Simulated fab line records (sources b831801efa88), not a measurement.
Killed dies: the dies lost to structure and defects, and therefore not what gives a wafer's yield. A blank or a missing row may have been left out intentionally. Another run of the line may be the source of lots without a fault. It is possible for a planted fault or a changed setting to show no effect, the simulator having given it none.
fab line records ; flow sky130
record lots=24; wafers=72; last_day=50
route steps=708 shown FIELD_ISO@3 VT_ADJUST_NCORE@127 CAPM@549 METAL3@568 VIA3@594 METAL4@600
lots that met no fault: from a run of the same line without faults
start_h: hours from the record's opening day to when the first of the lot's shown wafers began ; wait_h: hours from the lot's prior step to this one ; " identical to the entry in the row above ; L1.1+2: several wafers, shown together as one row ; - no value, or no start given ; * or withheld: withheld ; < > ~ a bound
route shown NAME@n: names a module that has steps shown in the file, with the first one's number in the route ; usual: mean/standard deviation taken from wafers without a fault ; same: alike in all rows ; chamber/n: place in a boat ; sites: each site's reading ; _std_site: standard deviation of those values ; _edge_site: outer sites' mean less inner sites' ; radius_mm: for every site, how far away it sits from the centre of the wafer ; mask NAME#n: copy n ; behind: tool/chamber where the wafer was last shaped ; hold: cause of the lot's hold/its duration in hours/its outcome ; device: which transistor (n, p or np) failed to switch ; end of line: tests run on the same wafers once the route is complete ; for a step that has no rows: nothing shown but its recipe ; killed: not the wafer's yield, but the dies lost to structure and defects at the first sort ; map: a wafer's dies, marking killed ones x, the rest . and places with no die _
set.NAME: the setting the step ran with; set.NAME@STEP: the setting that earlier step ran with ; model.NAME: the simulator's own value behind a step, which no gauge read
route steps across a sampled set of lots; one table per step, one row per wafer
services: the hour from which a tool's chamber was out of use, counted from the record's first day as start_h (under 0 if before that day), plus the number of hours and why
## steps
# step SKY_FIELD_ISO_THK_MEAS_02
# recipe reads=SiO2_of_FIELD_ISO_OXIDATION_01
# usual FIELD_ISO_OXIDATION_00_THK=12.15/0.19
lot.wafer;tool;chamber;start_h;wait_h;FIELD_ISO_OXIDATION_00_THK[nm]
L074.2;film_metro-01;-;12.09;0.0;12.05
L074.3;film_metro-01;-;12.09;0.0;12.21
L074.5;film_metro-01;-;12.09;0.0;12.21
L075.1;film_metro-04;-;17.77;0.0;12.24
L075.4;film_metro-04;-;17.77;0.0;12.34
L075.6;film_metro-04;-;17.77;0.0;12.52
L076.1;film_metro-03;-;22.15;0.0;12.04
L076.2;film_metro-03;-;22.15;0.0;12.00
L076.3;film_metro-03;-;22.15;0.0;11.96
L077.3;film_metro-03;-;27.71;0.0;12.21
L077.5;film_metro-03;-;27.71;0.0;11.97
L077.6;film_metro-03;-;27.71;0.0;12.05
L078.2;film_metro-01;-;31.64;0.0;12.06
L078.3;film_metro-01;-;31.64;0.0;12.08
L078.5;film_metro-01;-;31.64;0.0;12.26
L079.1;film_metro-04;-;37.07;0.0;12.36
L079.3;film_metro-04;-;37.07;0.0;12.50
L079.5;film_metro-04;-;37.07;0.0;12.36
L080.2;film_metro-01;-;41.68;0.0;12.51
L080.3;film_metro-01;-;41.68;0.0;12.48
L080.4;film_metro-01;-;41.68;0.0;12.40
L081.3;film_metro-04;-;48.98;0.0;12.12
L081.4;film_metro-04;-;48.98;0.0;12.20
L081.5;film_metro-04;-;48.98;0.0;12.39
L082.3;film_metro-01;-;51.65;0.0;12.13
L082.4;film_metro-01;-;51.65;0.0;12.14
L082.5;film_metro-01;-;51.65;0.0;12.21
L083.1;film_metro-04;-;57.29;0.0;11.83
L083.4;film_metro-04;-;57.29;0.0;11.84
L083.5;film_metro-04;-;57.29;0.0;11.93
L084.2;film_metro-04;-;63.05;0.0;11.88
L084.3;film_metro-04;-;63.05;0.0;11.96
L084.5;film_metro-04;-;63.05;0.0;12.09
L085.2;film_metro-04;-;67.50;0.0;12.10
L085.3;film_metro-04;-;67.50;0.0;12.12
L085.4;film_metro-04;-;67.50;0.0;12.34
L086.4;film_metro-04;-;72.11;0.5;12.02
L086.5;film_metro-04;-;72.11;0.5;11.98
L086.6;film_metro-04;-;72.11;0.5;12.36
L087.1;film_metro-03;-;76.63;0.0;12.04
L087.4;film_metro-03;-;76.63;0.0;12.40
L087.6;film_metro-03;-;76.63;0.0;12.06
L088.3;film_metro-01;-;82.41;0.0;12.15
L088.4;film_metro-01;-;82.41;0.0;12.21
L088.6;film_metro-01;-;82.41;0.0;12.16
L089.2;film_metro-04;-;89.52;0.0;12.10
L089.3;film_metro-04;-;89.52;0.0;12.06
L089.4;film_metro-04;-;89.52;0.0;12.40
L090.2;film_metro-04;-;95.03;0.0;11.94
L090.3;film_metro-04;-;95.03;0.0;11.79
L090.6;film_metro-04;-;95.03;0.0;12.07
L091.1;film_metro-03;-;98.47;0.0;12.05
L091.4;film_metro-03;-;98.47;0.0;12.02
L091.6;film_metro-03;-;98.47;0.0;11.95
L092.1;film_metro-01;-;102.91;0.0;11.97
L092.2;film_metro-01;-;102.91;0.0;11.84
L092.3;film_metro-01;-;102.91;0.0;12.08
L093.2;film_metro-04;-;107.47;0.0;12.23
L093.4;film_metro-04;-;107.47;0.0;12.51
L093.5;film_metro-04;-;107.47;0.0;12.17
L094.3;film_metro-04;-;112.38;0.0;12.07
L094.4;film_metro-04;-;112.38;0.0;12.02
L094.5;film_metro-04;-;112.38;0.0;12.13
L095.1;film_metro-03;-;116.63;0.0;12.05
L095.3;film_metro-03;-;116.63;0.0;11.93
L095.4;film_metro-03;-;116.63;0.0;11.94
L096.2;film_metro-03;-;122.15;0.0;12.01
L096.3;film_metro-03;-;122.15;0.0;12.11
L096.4;film_metro-03;-;122.15;0.0;12.15
L097.2;film_metro-04;-;128.73;0.0;12.70
L097.5;film_metro-04;-;128.73;0.0;12.43
L097.6;film_metro-04;-;128.73;0.0;12.49
# step SKY_VT_ADJUST_NCORE_OVL_MEAS_08
# usual VT_ADJUST_NCORE_OVL=-0.5/1.8
lot.wafer;tool;chamber;start_h;wait_h;VT_ADJUST_NCORE_OVL[nm]
L074.2;overlay-02;-;176.36;0.1;-1.9
L074.3;overlay-02;-;176.36;0.1;-2.2
L074.5;overlay-02;-;176.36;0.1;-1.9
L075.1;overlay-02;-;187.05;0.1;-1.0
L075.4;overlay-02;-;187.05;0.1;3.4
L075.6;overlay-02;-;187.05;0.1;3.6
L076.1;overlay-01;-;191.17;0.1;-0.1
L076.2;overlay-01;-;191.17;0.1;1.2
L076.3;overlay-01;-;191.17;0.1;-1.7
L077.3;overlay-01;-;206.27;0.1;1.9
L077.5;overlay-01;-;206.27;0.1;2.2
L077.6;overlay-01;-;206.27;0.1;3.5
L078.2;overlay-01;-;210.50;0.1;0.2
L078.3;overlay-01;-;210.50;0.1;2.6
L078.5;overlay-01;-;210.50;0.1;1.8
L079.1;overlay-01;-;219.57;0.1;-0.3
L079.3;overlay-01;-;219.57;0.1;-1.6
L079.5;overlay-01;-;219.57;0.1;-0.1
L080.2;overlay-01;-;225.37;0.1;0.4
L080.3;overlay-01;-;225.37;0.1;-0.9
L080.4;overlay-01;-;225.37;0.1;-1.5
L081.3;overlay-02;-;230.41;0.1;3.2
L081.4;overlay-02;-;230.41;0.1;2.2
L081.5;overlay-02;-;230.41;0.1;1.9
L082.3;overlay-02;-;239.56;0.1;-2.5
L082.4;overlay-02;-;239.56;0.1;-0.4
L082.5;overlay-02;-;239.56;0.1;-1.8
L083.1;overlay-01;-;257.70;0.1;0.6
L083.4;overlay-01;-;257.70;0.1;-0.3
L083.5;overlay-01;-;257.70;0.1;0.1
L084.2;overlay-02;-;261.82;0.1;0.5
L084.3;overlay-02;-;261.82;0.1;0.2
L084.5;overlay-02;-;261.82;0.1;1.3
L086.4;overlay-01;-;269.17;0.1;-0.7
L086.5;overlay-01;-;269.17;0.1;0.8
L086.6;overlay-01;-;269.17;0.1;0.8
L085.2;overlay-01;-;270.12;0.1;-1.3
L085.3;overlay-01;-;270.12;0.1;-0.7
L085.4;overlay-01;-;270.12;0.1;-1.0
L087.1;overlay-01;-;274.07;0.1;-1.1
L087.4;overlay-01;-;274.07;0.1;-1.6
L087.6;overlay-01;-;274.07;0.1;-2.7
L088.3;overlay-01;-;279.93;0.1;-1.5
L088.4;overlay-01;-;279.93;0.1;-2.4
L088.6;overlay-01;-;279.93;0.1;-0.7
L089.2;overlay-01;-;289.81;0.1;-2.0
L089.3;overlay-01;-;289.81;0.1;-2.9
L089.4;overlay-01;-;289.81;0.1;-0.2
L090.2;overlay-01;-;298.51;0.1;-1.7
L090.3;overlay-01;-;298.51;0.1;-0.2
L090.6;overlay-01;-;298.51;0.1;-1.4
L091.1;overlay-02;-;303.85;0.1;-1.8
L091.4;overlay-02;-;303.85;0.1;-1.3
L091.6;overlay-02;-;303.85;0.1;1.0
L092.1;overlay-02;-;307.35;0.1;-1.5
L092.2;overlay-02;-;307.35;0.1;-0.3
L092.3;overlay-02;-;307.35;0.1;-1.2
L093.2;overlay-01;-;322.27;0.1;-0.2
L093.4;overlay-01;-;322.27;0.1;1.0
L093.5;overlay-01;-;322.27;0.1;1.7
L094.3;overlay-01;-;327.58;0.1;-0.8
L094.4;overlay-01;-;327.58;0.1;-2.6
L094.5;overlay-01;-;327.58;0.1;-1.9
L095.1;overlay-02;-;334.35;0.1;-1.4
L095.3;overlay-02;-;334.35;0.1;-2.9
L095.4;overlay-02;-;334.35;0.1;-5.4
L096.2;overlay-01;-;339.75;0.1;-2.7
L096.3;overlay-01;-;339.75;0.1;-2.9
L096.4;overlay-01;-;339.75;0.1;-2.2
L097.2;overlay-01;-;344.57;0.1;0.2
L097.5;overlay-01;-;344.57;0.1;-2.1
L097.6;overlay-01;-;344.57;0.1;-2.7
# step SKY_CAPM_OVL_MEAS_12
# usual CAPM_OVL=-0.1/1.5
lot.wafer;tool;chamber;start_h;wait_h;CAPM_OVL[nm]
L074.2;overlay-01;-;866.35;0.1;1.7
L074.3;overlay-01;-;866.35;0.1;1.0
L074.5;overlay-01;-;866.35;0.1;2.1
L075.1;overlay-02;-;885.88;0.1;-0.1
L075.4;overlay-02;-;885.88;0.1;-1.4
L075.6;overlay-02;-;885.88;0.1;0.1
L076.1;overlay-01;-;887.73;0.1;-0.9
L076.2;overlay-01;-;887.73;0.1;-3.5
L076.3;overlay-01;-;887.73;0.1;-2.8
L077.3;overlay-02;-;909.09;0.1;-1.7
L077.5;overlay-02;-;909.09;0.1;-2.5
L077.6;overlay-02;-;909.09;0.1;-1.8
L078.2;overlay-02;-;913.23;0.1;-0.3
L078.3;overlay-02;-;913.23;0.1;-1.2
L078.5;overlay-02;-;913.23;0.1;-2.2
L080.2;overlay-01;-;928.69;0.1;-1.7
L080.3;overlay-01;-;928.69;0.1;-1.6
L080.4;overlay-01;-;928.69;0.1;-0.7
L081.3;overlay-02;-;930.39;0.1;-0.4
L081.4;overlay-02;-;930.39;0.1;-0.2
L081.5;overlay-02;-;930.39;0.1;-1.8
L079.1;overlay-01;-;931.65;0.1;-2.6
L079.3;overlay-01;-;931.65;0.1;-0.5
L079.5;overlay-01;-;931.65;0.1;-1.2
L082.3;overlay-01;-;941.95;0.1;-0.6
L082.4;overlay-01;-;941.95;0.1;0.2
L082.5;overlay-01;-;941.95;0.1;0.0
L084.2;overlay-02;-;961.69;0.1;-1.3
L084.3;overlay-02;-;961.69;0.1;-1.9
L084.5;overlay-02;-;961.69;0.1;0.7
L083.1;overlay-02;-;964.23;0.1;-0.7
L083.4;overlay-02;-;964.23;0.1;1.3
L083.5;overlay-02;-;964.23;0.1;2.5
L087.1;overlay-02;-;970.23;0.1;-0.6
L087.4;overlay-02;-;970.23;0.1;-1.1
L087.6;overlay-02;-;970.23;0.1;0.1
L086.4;overlay-02;-;970.89;0.1;1.3
L086.5;overlay-02;-;970.89;0.1;-1.5
L086.6;overlay-02;-;970.89;0.1;0.3
L085.2;overlay-02;-;972.50;0.1;-0.1
L085.3;overlay-02;-;972.50;0.1;1.2
L085.4;overlay-02;-;972.50;0.1;0.3
L088.3;overlay-02;-;974.86;0.1;-0.2
L088.4;overlay-02;-;974.86;0.1;-1.1
L088.6;overlay-02;-;974.86;0.1;1.0
L089.2;overlay-01;-;986.48;0.1;0.5
L089.3;overlay-01;-;986.48;0.1;-2.6
L089.4;overlay-01;-;986.48;0.1;-1.7
L090.2;overlay-02;-;989.18;0.1;2.3
L090.3;overlay-02;-;989.18;0.1;3.7
L090.6;overlay-02;-;989.18;0.1;0.9
L091.1;overlay-02;-;997.93;0.1;1.2
L091.4;overlay-02;-;997.93;0.1;0.1
L091.6;overlay-02;-;997.93;0.1;-0.3
L092.1;overlay-02;-;999.03;0.1;-1.1
L092.2;overlay-02;-;999.03;0.1;1.3
L092.3;overlay-02;-;999.03;0.1;1.5
L093.2;overlay-02;-;1015.78;0.1;2.1
L093.4;overlay-02;-;1015.78;0.1;2.3
L093.5;overlay-02;-;1015.78;0.1;0.3
L094.3;overlay-02;-;1018.79;0.1;-0.1
L094.4;overlay-02;-;1018.79;0.1;2.0
L094.5;overlay-02;-;1018.79;0.1;0.6
L095.1;overlay-02;-;1024.48;0.1;1.3
L095.3;overlay-02;-;1024.48;0.1;-0.4
L095.4;overlay-02;-;1024.48;0.1;-0.4
L096.2;overlay-02;-;1031.54;0.1;1.1
L096.3;overlay-02;-;1031.54;0.1;2.1
L096.4;overlay-02;-;1031.54;0.1;2.4
L097.2;overlay-02;-;1034.33;0.1;-0.5
L097.5;overlay-02;-;1034.33;0.1;-0.8
L097.6;overlay-02;-;1034.33;0.1;-1.3
# step SKY_METAL3_METAL_ETCH_18
# recipe target_depth_a=8450; stop_on=SiO2; over_etch_frac=0.3; time_s=183.1; chemistry=Cl2/BCl3; resist_sidewall_deg=88; pressure_mtorr=10; icp_w=900; bias_w=48.5; Cl2_flow_sccm=60; bcl3_flow_sccm=30
# usual drypump_motor_current_A=5.9/0.59; oes_product_au=0.866/0.0061; throttle_valve_pct=22.265/0.01
lot.wafer;tool;chamber;start_h;wait_h;drypump_motor_current_A;oes_product_au;rf_hours_counter_h;throttle_valve_pct
L074.2;rie_metal-02;0;893.46;0.0;5.6;0.873;7;22.265
L074.3;rie_metal-02;1;893.46;0.0;6.3;0.856;-;22.244
L074.5;rie_metal-02;0;893.46;0.0;5.6;0.858;-;22.278
L075.1;rie_metal-03;1;912.52;0.0;5.1;0.863;0;22.279
L075.4;rie_metal-03;0;912.52;0.0;6.6;0.862;-;22.262
L075.6;rie_metal-03;0;912.52;0.0;6.5;0.863;-;22.262
L076.1;rie_metal-03;1;914.34;0.0;5.1;0.862;1;22.279
L076.2;rie_metal-03;0;914.34;0.0;6.6;0.859;19;22.267
L076.3;rie_metal-03;0;914.34;0.0;6.6;0.858;-;22.267
L077.3;rie_metal-04;1;934.75;0.1;6.4;0.873;-;22.275
L077.5;rie_metal-04;1;934.75;0.1;6.4;0.872;-;22.258
L077.6;rie_metal-04;0;934.75;0.1;5.6;0.868;-;22.257
L078.2;rie_metal-03;0;938.77;0.0;6.6;0.863;20;22.265
L078.3;rie_metal-03;0;938.77;0.0;6.6;0.865;-;22.274
L078.5;rie_metal-03;0;938.77;0.0;6.6;0.864;-;22.263
L080.2;rie_metal-04;1;953.54;0.0;6.4;0.866;14;22.268
L080.3;rie_metal-04;0;953.54;0.0;5.6;0.869;-;22.263
L080.4;rie_metal-04;1;953.54;0.0;6.5;0.872;-;22.263
L081.3;rie_metal-02;0;956.29;0.1;5.6;0.860;-;22.274
L081.4;rie_metal-02;1;956.29;0.1;6.3;0.870;-;22.278
L081.5;rie_metal-02;0;956.29;0.1;5.6;0.860;-;22.271
L079.1;rie_metal-02;0;956.89;0.0;5.6;0.876;10;22.250
L079.3;rie_metal-02;0;956.89;0.0;5.6;0.862;-;22.266
L079.5;rie_metal-02;1;956.89;0.0;6.3;0.860;-;22.267
L082.3;rie_metal-03;1;967.49;0.1;5.1;0.869;-;22.261
L082.4;rie_metal-03;0;967.49;0.1;6.6;0.874;-;22.290
L082.5;rie_metal-03;1;967.49;0.1;5.1;0.870;-;22.262
L084.2;rie_metal-03;0;986.32;0.0;6.6;0.856;23;22.257
L084.3;rie_metal-03;0;986.32;0.0;6.6;0.868;-;22.267
L084.5;rie_metal-03;0;986.32;0.0;6.6;0.866;-;22.262
L083.1;rie_metal-02;0;989.14;0.0;5.6;0.870;11;22.261
L083.4;rie_metal-02;0;989.14;0.0;5.6;0.871;-;22.270
L083.5;rie_metal-02;1;989.14;0.0;6.4;0.876;-;22.273
L087.1;rie_metal-02;0;994.48;0.0;5.7;0.867;12;22.259
L087.4;rie_metal-02;0;994.48;0.0;5.6;0.869;-;22.276
L087.6;rie_metal-02;0;994.48;0.0;5.7;0.863;-;22.264
L086.4;rie_metal-03;0;996.08;0.1;6.6;0.871;-;22.270
L086.5;rie_metal-03;0;996.08;0.1;6.5;0.880;-;22.273
L086.6;rie_metal-03;1;996.08;0.1;5.1;0.875;-;22.258
L085.2;rie_metal-04;0;996.43;0.0;5.6;0.867;19;22.282
L085.3;rie_metal-04;0;996.43;0.0;5.6;0.866;-;22.263
L085.4;rie_metal-04;1;996.43;0.0;6.5;0.864;-;22.254
L088.3;rie_metal-03;0;999.23;0.1;6.6;0.863;-;22.270
L088.4;rie_metal-03;1;999.23;0.1;5.1;0.855;-;22.256
L088.6;rie_metal-03;0;999.23;0.1;6.6;0.869;-;22.265
L089.2;rie_metal-03;1;1010.87;0.0;5.1;0.868;6;22.265
L089.3;rie_metal-03;0;1010.87;0.0;6.6;0.869;-;22.260
L089.4;rie_metal-03;1;1010.87;0.0;5.1;0.856;-;22.269
L090.2;rie_metal-03;0;1013.52;0.0;6.6;0.858;25;22.260
L090.3;rie_metal-03;1;1013.52;0.0;5.1;0.858;-;22.272
L090.6;rie_metal-03;0;1013.52;0.0;6.6;0.869;-;22.260
L091.1;rie_metal-04;0;1022.00;0.0;5.6;0.860;20;22.253
L091.4;rie_metal-04;1;1022.00;0.0;6.4;0.876;-;22.267
L091.6;rie_metal-04;1;1022.00;0.0;6.4;0.861;-;22.251
L092.1;rie_metal-03;1;1022.04;0.0;5.1;0.871;7;22.270
L092.2;rie_metal-03;1;1022.04;0.0;5.1;0.865;-;22.254
L092.3;rie_metal-03;1;1022.04;0.0;5.1;0.870;-;22.262
L093.2;rie_metal-02;1;1039.13;0.0;6.4;0.868;10;22.298
L093.4;rie_metal-02;1;1039.13;0.0;6.3;0.860;-;22.270
L093.5;rie_metal-02;1;1039.13;0.0;6.3;0.870;-;22.271
L094.3;rie_metal-02;1;1042.08;0.1;6.3;0.859;-;22.241
L094.4;rie_metal-02;0;1042.08;0.1;5.6;0.864;-;22.266
L094.5;rie_metal-02;0;1042.08;0.1;5.6;0.859;-;22.261
L095.1;rie_metal-02;0;1048.22;0.0;5.6;0.868;15;22.270
L095.3;rie_metal-02;1;1048.22;0.0;6.4;0.869;-;22.274
L095.4;rie_metal-02;0;1048.22;0.0;5.6;0.860;-;22.277
L096.2;rie_metal-03;0;1054.99;0.0;6.6;0.864;1;22.280
L096.3;rie_metal-03;1;1054.99;0.0;5.1;0.867;-;22.254
L096.4;rie_metal-03;0;1054.99;0.0;6.6;0.856;-;22.259
L097.2;rie_metal-04;0;1057.49;0.0;5.6;0.867;0;22.270
L097.5;rie_metal-04;0;1057.49;0.0;5.6;0.869;-;22.253
L097.6;rie_metal-04;1;1057.49;0.0;6.5;0.874;-;22.253
# step SKY_VIA3_CVD_21
# recipe material=W; target_thk_nm=390; time_s=117.31; temp_c=400; pressure_torr=40
# usual heater_power_outer_w=493/19; heater_power_w=811/49
lot.wafer;tool;chamber;start_h;wait_h;heater_power_outer_w;heater_power_w
L074.2;cvd_w-02;0;920.09;0.0;511;863
L074.3;cvd_w-02;1;920.09;0.0;477;786
L074.5;cvd_w-02;1;920.09;0.0;475;815
L075.1;cvd_w-02;1;940.43;0.0;477;784
L075.4;cvd_w-02;1;940.43;0.0;461;784
L075.6;cvd_w-02;0;940.43;0.0;511;885
L076.1;cvd_w-01;0;940.88;0.0;470;771
L076.2;cvd_w-01;1;940.88;0.0;509;776
L076.3;cvd_w-01;0;940.88;0.0;466;781
L077.3;cvd_w-01;0;961.00;0.1;462;775
L077.5;cvd_w-01;1;961.00;0.1;503;784
L077.6;cvd_w-01;0;961.00;0.1;470;770
L078.2;cvd_w-01;0;965.54;0.1;486;759
L078.3;cvd_w-01;0;965.54;0.1;477;772
L078.5;cvd_w-01;0;965.54;0.1;469;764
L080.2;cvd_w-02;0;980.09;0.0;520;873
L080.3;cvd_w-02;1;980.09;0.0;469;814
L080.4;cvd_w-02;0;980.09;0.0;524;869
L081.3;cvd_w-01;0;982.33;0.1;486;763
L081.4;cvd_w-01;1;982.33;0.1;496;755
L081.5;cvd_w-01;0;982.33;0.1;471;770
L079.1;cvd_w-01;0;983.74;0.0;474;789
L079.3;cvd_w-01;1;983.74;0.0;496;776
L079.5;cvd_w-01;0;983.74;0.0;464;767
L082.3;cvd_w-01;1;993.77;0.1;510;779
L082.4;cvd_w-01;0;993.77;0.1;471;797
L082.5;cvd_w-01;1;993.77;0.1;508;753
L084.2;cvd_w-01;0;1011.82;0.0;471;788
L084.3;cvd_w-01;0;1011.82;0.0;480;787
L084.5;cvd_w-01;1;1011.82;0.0;499;768
L083.1;cvd_w-01;0;1015.17;0.0;470;769
L083.4;cvd_w-01;0;1015.17;0.0;478;767
L083.5;cvd_w-01;0;1015.17;0.0;468;732
L087.1;cvd_w-01;0;1019.79;0.0;484;754
L087.4;cvd_w-01;0;1019.79;0.0;481;746
L087.6;cvd_w-01;1;1019.79;0.0;506;758
L086.4;cvd_w-01;0;1021.65;0.1;474;779
L086.5;cvd_w-01;1;1021.65;0.1;521;781
L086.6;cvd_w-01;0;1021.65;0.1;470;763
L085.2;cvd_w-02;1;1021.78;0.0;493;804
L085.3;cvd_w-02;0;1021.78;0.0;523;878
L085.4;cvd_w-02;1;1021.78;0.0;478;815
L088.3;cvd_w-02;1;1023.87;0.1;479;822
L088.4;cvd_w-02;0;1023.87;0.1;516;899
L088.6;cvd_w-02;0;1023.87;0.1;517;892
L089.2;cvd_w-02;1;1035.31;0.0;498;805
L089.3;cvd_w-02;1;1035.31;0.0;467;812
L089.4;cvd_w-02;0;1035.31;0.0;517;903
L090.2;cvd_w-02;0;1038.54;0.0;508;901
L090.3;cvd_w-02;0;1038.54;0.0;509;881
L090.6;cvd_w-02;0;1038.54;0.0;515;870
L091.1;cvd_w-01;1;1046.86;0.0;518;794
L091.4;cvd_w-01;0;1046.86;0.0;477;786
L091.6;cvd_w-01;0;1046.86;0.0;472;773
L092.1;cvd_w-02;1;1047.07;0.0;482;812
L092.2;cvd_w-02;0;1047.07;0.0;512;875
L092.3;cvd_w-02;1;1047.07;0.0;473;815
L093.2;cvd_w-02;1;1063.42;0.0;483;785
L093.4;cvd_w-02;1;1063.42;0.0;490;819
L093.5;cvd_w-02;0;1063.42;0.0;522;892
L094.3;cvd_w-02;0;1065.96;0.1;512;890
L094.4;cvd_w-02;1;1065.96;0.1;476;790
L094.5;cvd_w-02;1;1065.96;0.1;486;804
L095.1;cvd_w-02;1;1072.40;0.0;479;821
L095.3;cvd_w-02;0;1072.40;0.0;524;875
L095.4;cvd_w-02;1;1072.40;0.0;480;801
L096.2;cvd_w-02;1;1077.14;0.0;477;813
L096.3;cvd_w-02;1;1077.14;0.0;480;834
L096.4;cvd_w-02;0;1077.14;0.0;513;862
L097.2;cvd_w-02;0;1080.64;0.0;520;892
L097.5;cvd_w-02;0;1080.64;0.0;522;885
L097.6;cvd_w-02;1;1080.64;0.0;473;790
# step SKY_METAL4_SPUTTER_02
# recipe material=AlCu; target_thk_nm=735; power_w=10600; time_s=39.1; chamber_pressure_pa=0.4
# usual chamber_pressure_pa=0.4001/0.00084; throttle_valve_pct=30.0/1.1
lot.wafer;tool;chamber;start_h;wait_h;chamber_pressure_pa;throttle_valve_pct
L074.2;pvd_sputter-01;-;920.74;0.0;0.4007;28.1
L074.3;pvd_sputter-01;-;920.74;0.0;0.3983;29.9
L074.5;pvd_sputter-01;-;920.74;0.0;0.3995;28.2
L075.1;pvd_sputter-02;-;941.08;0.0;0.4006;28.3
L075.4;pvd_sputter-02;-;941.08;0.0;0.3996;28.7
L075.6;pvd_sputter-02;-;941.08;0.0;0.3989;31.2
L076.1;pvd_sputter-01;-;941.53;0.0;0.4014;28.0
L076.2;pvd_sputter-01;-;941.53;0.0;0.4003;29.6
L076.3;pvd_sputter-01;-;941.53;0.0;0.4009;30.5
L077.3;pvd_sputter-03;-;961.61;0.0;0.3997;31.8
L077.5;pvd_sputter-03;-;961.61;0.0;0.3987;31.5
L077.6;pvd_sputter-03;-;961.61;0.0;0.4012;28.8
L078.2;pvd_sputter-01;-;966.27;0.0;0.4005;30.6
L078.3;pvd_sputter-01;-;966.27;0.0;0.3992;29.9
L078.5;pvd_sputter-01;-;966.27;0.0;0.4005;29.8
L080.2;pvd_sputter-02;-;980.74;0.0;0.4002;30.2
L080.3;pvd_sputter-02;-;980.74;0.0;0.3993;28.8
L080.4;pvd_sputter-02;-;980.74;0.0;0.4002;30.6
L081.3;pvd_sputter-02;-;982.94;0.0;0.4013;28.8
L081.4;pvd_sputter-02;-;982.94;0.0;0.3991;30.8
L081.5;pvd_sputter-02;-;982.94;0.0;0.4000;31.1
L079.1;pvd_sputter-03;-;984.39;0.0;0.3994;30.9
L079.3;pvd_sputter-03;-;984.39;0.0;0.3994;28.3
L079.5;pvd_sputter-03;-;984.39;0.0;0.4006;28.6
L082.3;pvd_sputter-02;-;994.49;0.0;0.4009;30.2
L082.4;pvd_sputter-02;-;994.49;0.0;0.4004;30.7
L082.5;pvd_sputter-02;-;994.49;0.0;0.3998;30.7
L084.2;pvd_sputter-02;-;1012.47;0.0;0.3994;30.8
L084.3;pvd_sputter-02;-;1012.47;0.0;0.4008;30.3
L084.5;pvd_sputter-02;-;1012.47;0.0;0.4006;30.1
L083.1;pvd_sputter-02;-;1015.87;0.0;0.4011;28.6
L083.4;pvd_sputter-02;-;1015.87;0.0;0.4007;30.0
L083.5;pvd_sputter-02;-;1015.87;0.0;0.3994;30.9
L087.1;pvd_sputter-01;-;1020.44;0.0;0.3993;29.7
L087.4;pvd_sputter-01;-;1020.44;0.0;0.4004;28.0
L087.6;pvd_sputter-01;-;1020.44;0.0;0.3992;30.6
L086.4;pvd_sputter-03;-;1022.26;0.0;0.4012;31.6
L086.5;pvd_sputter-03;-;1022.26;0.0;0.3991;30.5
L086.6;pvd_sputter-03;-;1022.26;0.0;0.3997;29.5
L085.2;pvd_sputter-02;-;1022.43;0.0;0.4003;30.0
L085.3;pvd_sputter-02;-;1022.43;0.0;0.3998;31.0
L085.4;pvd_sputter-02;-;1022.43;0.0;0.4002;30.8
L088.3;pvd_sputter-03;-;1024.51;0.0;0.4014;31.5
L088.4;pvd_sputter-03;-;1024.51;0.0;0.3998;29.9
L088.6;pvd_sputter-03;-;1024.51;0.0;0.3992;28.7
L089.2;pvd_sputter-01;-;1036.14;0.0;0.4003;28.0
L089.3;pvd_sputter-01;-;1036.14;0.0;0.4003;29.5
L089.4;pvd_sputter-01;-;1036.14;0.0;0.4004;30.6
L090.2;pvd_sputter-01;-;1039.19;0.0;0.3987;30.5
L090.3;pvd_sputter-01;-;1039.19;0.0;0.4009;30.0
L090.6;pvd_sputter-01;-;1039.19;0.0;0.4004;28.2
L091.1;pvd_sputter-03;-;1047.51;0.0;0.4000;31.0
L091.4;pvd_sputter-03;-;1047.51;0.0;0.3990;31.4
L091.6;pvd_sputter-03;-;1047.51;0.0;0.4007;28.9
L092.1;pvd_sputter-02;-;1047.72;0.0;0.4005;30.5
L092.2;pvd_sputter-02;-;1047.72;0.0;0.3998;31.4
L092.3;pvd_sputter-02;-;1047.72;0.0;0.4002;30.8
L093.2;pvd_sputter-02;-;1064.07;0.0;0.4005;28.9
L093.4;pvd_sputter-02;-;1064.07;0.0;0.4007;30.6
L093.5;pvd_sputter-02;-;1064.07;0.0;0.3995;30.8
L094.3;pvd_sputter-03;-;1068.72;0.0;0.4009;31.5
L094.4;pvd_sputter-03;-;1068.72;0.0;0.4010;30.6
L094.5;pvd_sputter-03;-;1068.72;0.0;0.4004;30.5
L095.1;pvd_sputter-02;-;1073.05;0.0;0.3995;30.1
L095.3;pvd_sputter-02;-;1073.05;0.0;0.3998;30.5
L095.4;pvd_sputter-02;-;1073.05;0.0;0.3990;31.1
L096.2;pvd_sputter-03;-;1077.79;0.0;0.4006;29.9
L096.3;pvd_sputter-03;-;1077.79;0.0;0.4001;31.7
L096.4;pvd_sputter-03;-;1077.79;0.0;0.4001;31.5
L097.2;pvd_sputter-02;-;1081.29;0.0;0.4002;30.8
L097.5;pvd_sputter-02;-;1081.29;0.0;0.4009;30.6
L097.6;pvd_sputter-02;-;1081.29;0.0;0.4000;30.9
## services
tool;chamber;start_h;hours;kind
cvd_w-01;1;881.65;16.4;repair
pvd_sputter-02;-;883.96;8.4;repair
pvd_sputter-03;-;889.65;2.6;repair
rie_metal-04;1;902.63;6.5;repair
cvd_w-02;-;904.00;14.0;pm
cvd_w-02;0;904.00;14.0;vent_cycle
cvd_w-02;1;904.00;14.0;vent_cycle
rie_metal-02;-;911.11;2.8;pm
cvd_w-02;0;918.00;-;clean
cvd_w-02;1;918.00;-;clean
pvd_sputter-03;-;919.19;7.1;repair
pvd_sputter-02;2;939.63;-;consumable_replace:kit
pvd_sputter-02;2;939.63;18.0;scheduled_down
pvd_sputter-02;2;939.63;18.0;vent_cycle
pvd_sputter-03;-;941.96;1.0;repair
pvd_sputter-03;-;945.83;4.2;repair
cvd_w-01;1;962.51;17.1;repair
rie_metal-02;1;962.79;3.4;repair
pvd_sputter-01;-;972.55;41.2;repair
cvd_w-01;-;987.04;6.0;pm
pvd_sputter-03;-;999.96;16.8;repair
rie_metal-03;0;1014.80;-;clean
cvd_w-01;1;1033.00;10.3;repair
cvd_w-01;-;1061.72;2.3;repair
## key
fault none
